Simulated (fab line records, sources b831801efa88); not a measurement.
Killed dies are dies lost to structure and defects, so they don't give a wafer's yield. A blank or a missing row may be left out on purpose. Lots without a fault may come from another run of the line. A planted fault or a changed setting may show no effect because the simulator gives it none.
A struck lot beside a sound one | flow gf180mcu | 16 steps out of a route of 602
Sound: wafers L614.1, L614.2, L614.3. Struck: wafers L619.3, L619.6. (L619.1 of the same lot was not struck and is left out.) The cause comes at the end.
At each step with rows: each side's tool, then ch and its chambers, then its first start. Under that, the readings that differ: sound wafers | struck wafers | difference of the means | sigmas: that difference in standard deviations of wafers without a fault.
alike: readings whose means differ by less than 2 such deviations, and words and numbers that are the same on both sides. not compared: withheld readings, readings that some wafer has no value for, bounds like >300 that may hide the same value, and numbers for which the record gives no deviation and whose values overlap.
The two part at a step that has a row with sigmas, a row that says differs or no value, or rows on one side only. Numbers that don't overlap but have no deviation are shown without sigmas and don't part them. A reading that every wafer of one side lacks parts them only if that side has two wafers or more.

first, 4 steps without rows for these wafers: GF_HV_LDD_IMPLANT_33; GF_HV_LDD_IMPLANT_34; GF_HV_LDD_IMPLANT_35; GF_HV_LDD_IMPLANT_36.
GF_HV_LDD_STRIP_37: strips in O2/N2.
  sound on plasma_asher-01 ch 0,1, day 13 05:19; struck on plasma_asher-03 ch 1, day 15 01:59
  alike: drypump_motor_current_A, heater_power_w, oes_product_au, strip_time_to_endpoint_s
  not compared: rf_hours_counter_h
GF_HV_LDD_TW_MEAS_38:
  sound on film_metro-04, day 13 05:25; struck on film_metro-03, day 15 02:05
  alike: HV_LDD_3_TW
then, 6 steps without rows for these wafers: GF_HV_LDD_DEHYDRATE_39 (time 60 s); GF_HV_LDD_HMDS_40 (prime time 60 s); GF_HV_LDD_COAT_41 (resist thk 1000 nm); GF_HV_LDD_SOFTBAKE_42 (time 60 s); GF_HV_LDD_EXPOSE_43 (exposes mask Pplus HV AREA, target cd 400 nm); GF_HV_LDD_PEB_44.
GF_HV_LDD_DEVELOP_45: develop time 60 s.
  sound on litho_track-01 ch 0, day 14 01:41; struck on litho_track-01 ch 0, day 15 23:11
  alike: chill_plate_temp_C, resist_line_temp_C
GF_HV_LDD_CD_MEAS_46: target cd 400 nm.
  sound on cd_sem-02, day 14 01:50; struck on cd_sem-02, day 15 23:20
  reading    | sound             | struck      | difference | sigmas
  cd_nm (nm) | 396.4 397.8 397.2 | 410.8 412.7 | +14.6      | +7
GF_HV_LDD_OVL_MEAS_47:
  sound on overlay-02, day 14 01:58; struck on overlay-01, day 15 23:28
  alike: HV_LDD_03_OVL
-- the record jumps here: 16 days lie between the struck wafers' starts before and after (it left off in module HV_LDD and takes up again in module PASSIVATION, whose first step shown is number 602 of the route) --
GF_PASSIVATION_PROBE_99:
  the record has rows for the struck wafers here (prober-02, day 32 06:43) and none for the sound ones

WHERE THEY PART
First at GF_HV_LDD_CD_MEAS_46; last, within this record, at GF_PASSIVATION_PROBE_99.

WHY: what the simulator had put in
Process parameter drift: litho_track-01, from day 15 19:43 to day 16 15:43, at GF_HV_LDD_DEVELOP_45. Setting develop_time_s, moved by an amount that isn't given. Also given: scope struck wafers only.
